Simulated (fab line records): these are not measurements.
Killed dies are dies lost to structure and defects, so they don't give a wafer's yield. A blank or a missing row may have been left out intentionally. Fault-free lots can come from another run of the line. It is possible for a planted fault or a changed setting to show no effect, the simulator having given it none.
Which tool was responsible? / flow gf180mcu / 12 lots with 36 wafers sampled at 5 steps, on a route of 602 steps

== WHAT EACH GAUGE READ, for each wafer ==
GF_V1_BOW_MEAS_05.
lot=L851; measured=day 17 03:01; on=film_metro-04; V1_BOW (um)=87 88 87
lot=L853; measured=day 17 22:44; on=film_metro-01; V1_BOW (um)=94 91 81
lot=L855; measured=day 18 20:13; on=film_metro-04; V1_BOW (um)=81 70 73
lot=L856; measured=day 19 01:14; on=film_metro-04; V1_BOW (um)=80 77 84
lot=L857; measured=day 19 18:38; on=film_metro-02; V1_BOW (um)=71 75 84
lot=L858; measured=day 20 00:24; on=film_metro-02; V1_BOW (um)=88 85 84
lot=L859; measured=day 20 05:23; on=film_metro-01; V1_BOW (um)=89 90 86
lot=L860; measured=day 20 08:55; on=film_metro-02; V1_BOW (um)=74 72 74
lot=L861; measured=day 21 03:34; on=film_metro-01; V1_BOW (um)=81 75 77
lot=L862; measured=day 21 06:30; on=film_metro-02; V1_BOW (um)=94 94 90
lot=L863; measured=day 21 10:38; on=film_metro-02; V1_BOW (um)=82 79 79
lot=L870; measured=day 24 10:13; on=film_metro-01; V1_BOW (um)=79 61 84

GF_M2_RS_MEAS_05: the measuring method here is four-point-probe.
lot=L851; measured=day 18 03:55; on=film_metro-02; M2_ALCU_RS (ohm/sq)=0.0695 0.0691 0.0689
lot=L853; measured=day 19 00:36; on=film_metro-02; M2_ALCU_RS (ohm/sq)=0.0700 0.0698 0.0699
lot=L855; measured=day 19 21:47; on=film_metro-02; M2_ALCU_RS (ohm/sq)=0.0693 0.0695 0.0688
lot=L856; measured=day 20 02:53; on=film_metro-01; M2_ALCU_RS (ohm/sq)=0.0696 0.0699 0.0692
lot=L857; measured=day 20 20:37; on=film_metro-01; M2_ALCU_RS (ohm/sq)=0.0700 0.0704 0.0704
lot=L858; measured=day 21 02:32; on=film_metro-02; M2_ALCU_RS (ohm/sq)=0.0699 0.0703 0.0702
lot=L859; measured=day 21 07:40; on=film_metro-01; M2_ALCU_RS (ohm/sq)=0.0709 0.0700 0.0698
lot=L860; measured=day 21 10:47; on=film_metro-01; M2_ALCU_RS (ohm/sq)=0.0693 0.0696 0.0693
lot=L861; measured=day 22 04:59; on=film_metro-01; M2_ALCU_RS (ohm/sq)=0.0690 0.0691 0.0694
lot=L862; measured=day 22 07:54; on=film_metro-03; M2_ALCU_RS (ohm/sq)=0.0698 0.0696 0.0698
lot=L863; measured=day 22 11:47; on=film_metro-01; M2_ALCU_RS (ohm/sq)=0.0701 0.0705 0.0696
lot=L870; measured=day 25 09:17; on=film_metro-02; M2_ALCU_RS (ohm/sq)=0.0689 0.0687 0.0693 0.0689 0.0687 0.0693

GF_M2_OVL_MEAS_15.
lot=L851; measured=day 19 03:02; on=overlay-01; M2_OVL (nm)=8 8 3
lot=L853; measured=day 20 00:46; on=overlay-01; M2_OVL (nm)=3 2 3
lot=L855; measured=day 20 21:45; on=overlay-01; M2_OVL (nm)=-5 -3 -5
lot=L856; measured=day 21 03:12; on=overlay-02; M2_OVL (nm)=-1 -2 1
lot=L857; measured=day 21 20:12; on=overlay-01; M2_OVL (nm)=2 4 7
lot=L858; measured=day 22 01:59; on=overlay-02; M2_OVL (nm)=-5 -3 -7
lot=L859; measured=day 22 07:04; on=overlay-01; M2_OVL (nm)=-3 -10 -7
lot=L860; measured=day 22 10:11; on=overlay-02; M2_OVL (nm)=2 5 7
lot=L861; measured=day 23 03:50; on=overlay-02; M2_OVL (nm)=5 1 -2
lot=L862; measured=day 23 07:14; on=overlay-02; M2_OVL (nm)=0 -1 1
lot=L863; measured=day 23 10:45; on=overlay-02; M2_OVL (nm)=-6 -5 -2
lot=L870; measured=day 26 06:24; on=overlay-02; M2_OVL (nm)=-3 1 -6

== TOOL THAT RAN EACH LOT (tool first, then ch and the chambers of the sampled wafers, then the start) ==
lot=L851; GF_V1_CMP_26=cmp-02 ch 0,1,3, day 18 03:26; GF_M2_SPUTTER_04=pvd_sputter-01, day 18 03:52
lot=L853; GF_V1_CMP_26=cmp-01 ch 1,2,3, day 19 00:08; GF_M2_SPUTTER_04=pvd_sputter-02, day 19 00:34
lot=L855; GF_V1_CMP_26=cmp-01 ch 0,3, day 19 21:14; GF_M2_SPUTTER_04=pvd_sputter-04, day 19 21:43
lot=L856; GF_V1_CMP_26=cmp-02 ch 1,2,3, day 20 02:26; GF_M2_SPUTTER_04=pvd_sputter-01, day 20 02:49
lot=L857; GF_V1_CMP_26=cmp-02 ch 1,2,3, day 20 20:09; GF_M2_SPUTTER_04=pvd_sputter-01, day 20 20:32
lot=L858; GF_V1_CMP_26=cmp-01 ch 0,2,3, day 21 02:06; GF_M2_SPUTTER_04=pvd_sputter-02, day 21 02:30
lot=L859; GF_V1_CMP_26=cmp-02 ch 0,2,3, day 21 07:12; GF_M2_SPUTTER_04=pvd_sputter-04, day 21 07:35
lot=L860; GF_V1_CMP_26=cmp-02 ch 0,2,3, day 21 10:22; GF_M2_SPUTTER_04=pvd_sputter-02, day 21 10:44
lot=L861; GF_V1_CMP_26=cmp-01 ch 1,2,3, day 22 04:34; GF_M2_SPUTTER_04=pvd_sputter-04, day 22 04:57
lot=L862; GF_V1_CMP_26=cmp-01 ch 2,3, day 22 07:26; GF_M2_SPUTTER_04=pvd_sputter-04, day 22 07:52
lot=L863; GF_V1_CMP_26=cmp-01 ch 1,2,3, day 22 11:16; GF_M2_SPUTTER_04=pvd_sputter-01, day 22 11:45
lot=L870; GF_V1_CMP_26=cmp-01 ch 0,1,3, day 25 08:52; GF_M2_SPUTTER_04=pvd_sputter-02, day 25 09:14
- GF_V1_CMP_26: polishes, stops on SiO2, t overpolish 15 s, target thk 0 nm.
- GF_M2_SPUTTER_04: material TiN, target thk 50 nm, time 41.7 s.

== AS READ BY THE TOOLS THEMSELVES (means over the sampled wafers that have a number; for cases with no such wafer, the mark the record gives instead) ==
GF_V1_CMP_26.
lot=L851; tool=cmp-02; motor_current_A (A)=11.9; overpolish_run_s (s)=14.991; time_to_endpoint_s (s)=84.3
lot=L853; tool=cmp-01; motor_current_A (A)=10.9; overpolish_run_s (s)=15.003; time_to_endpoint_s (s)=85.5
lot=L855; tool=cmp-01; motor_current_A (A)=10.4; overpolish_run_s (s)=14.994; time_to_endpoint_s (s)=84.7
lot=L856; tool=cmp-02; motor_current_A (A)=11.0; overpolish_run_s (s)=14.998; time_to_endpoint_s (s)=88.8
lot=L857; tool=cmp-02; motor_current_A (A)=11.1; overpolish_run_s (s)=14.998; time_to_endpoint_s (s)=83.0
lot=L858; tool=cmp-01; motor_current_A (A)=10.9; overpolish_run_s (s)=15.002; time_to_endpoint_s (s)=84.9
lot=L859; tool=cmp-02; motor_current_A (A)=11.5; overpolish_run_s (s)=15.009; time_to_endpoint_s (s)=85.0
lot=L860; tool=cmp-02; motor_current_A (A)=11.5; overpolish_run_s (s)=15.000; time_to_endpoint_s (s)=85.9
lot=L861; tool=cmp-01; motor_current_A (A)=10.9; overpolish_run_s (s)=15.001; time_to_endpoint_s (s)=83.6
lot=L862; tool=cmp-01; motor_current_A (A)=10.8; overpolish_run_s (s)=15.003; time_to_endpoint_s (s)=82.4
lot=L863; tool=cmp-01; motor_current_A (A)=10.6; overpolish_run_s (s)=14.994; time_to_endpoint_s (s)=85.6
lot=L870; tool=cmp-01; motor_current_A (A)=10.2; overpolish_run_s (s)=15.001; time_to_endpoint_s (s)=84.2

GF_M2_SPUTTER_04.
lot=L851; tool=pvd_sputter-01; throttle_valve_pct (%)=31.2
lot=L853; tool=pvd_sputter-02; throttle_valve_pct (%)=31.1
lot=L855; tool=pvd_sputter-04; throttle_valve_pct (%)=30.5
lot=L856; tool=pvd_sputter-01; throttle_valve_pct (%)=30.6
lot=L857; tool=pvd_sputter-01; throttle_valve_pct (%)=30.9
lot=L858; tool=pvd_sputter-02; throttle_valve_pct (%)=30.3
lot=L859; tool=pvd_sputter-04; throttle_valve_pct (%)=30.1
lot=L860; tool=pvd_sputter-02; throttle_valve_pct (%)=29.2
lot=L861; tool=pvd_sputter-04; throttle_valve_pct (%)=30.4
lot=L862; tool=pvd_sputter-04; throttle_valve_pct (%)=30.1
lot=L863; tool=pvd_sputter-01; throttle_valve_pct (%)=30.1
lot=L870; tool=pvd_sputter-02; throttle_valve_pct (%)=30.0

== THE ANSWER, worked out from the rows above alone ==
Rule: the usual values come from the lots themselves. Put in order of their means at a reading, lots are off if they are a third of the lots or fewer, leave a main group of 4 or more, and stand apart from it by a gap of 3 or more times the standard deviation of the main group's means; of several such gaps the widest counts. If all means in a main group match to the digits the tables above print for the reading, that group is not used. A lot without any number at a reading at which 4 lots or more have one is off too. Any other lot the step has rows for is counted as sound. Order of review: gauges by route order, followed by the tools' own readings, for which a lot's mean as printed above is used. The first step at which some lot is off is used, and at that step the reading that is off furthest; a lot without a number counts as furthest.
No lot is off at any reading shown: from this, nothing can be told.

== WHAT THE SIMULATOR PUT IN ==
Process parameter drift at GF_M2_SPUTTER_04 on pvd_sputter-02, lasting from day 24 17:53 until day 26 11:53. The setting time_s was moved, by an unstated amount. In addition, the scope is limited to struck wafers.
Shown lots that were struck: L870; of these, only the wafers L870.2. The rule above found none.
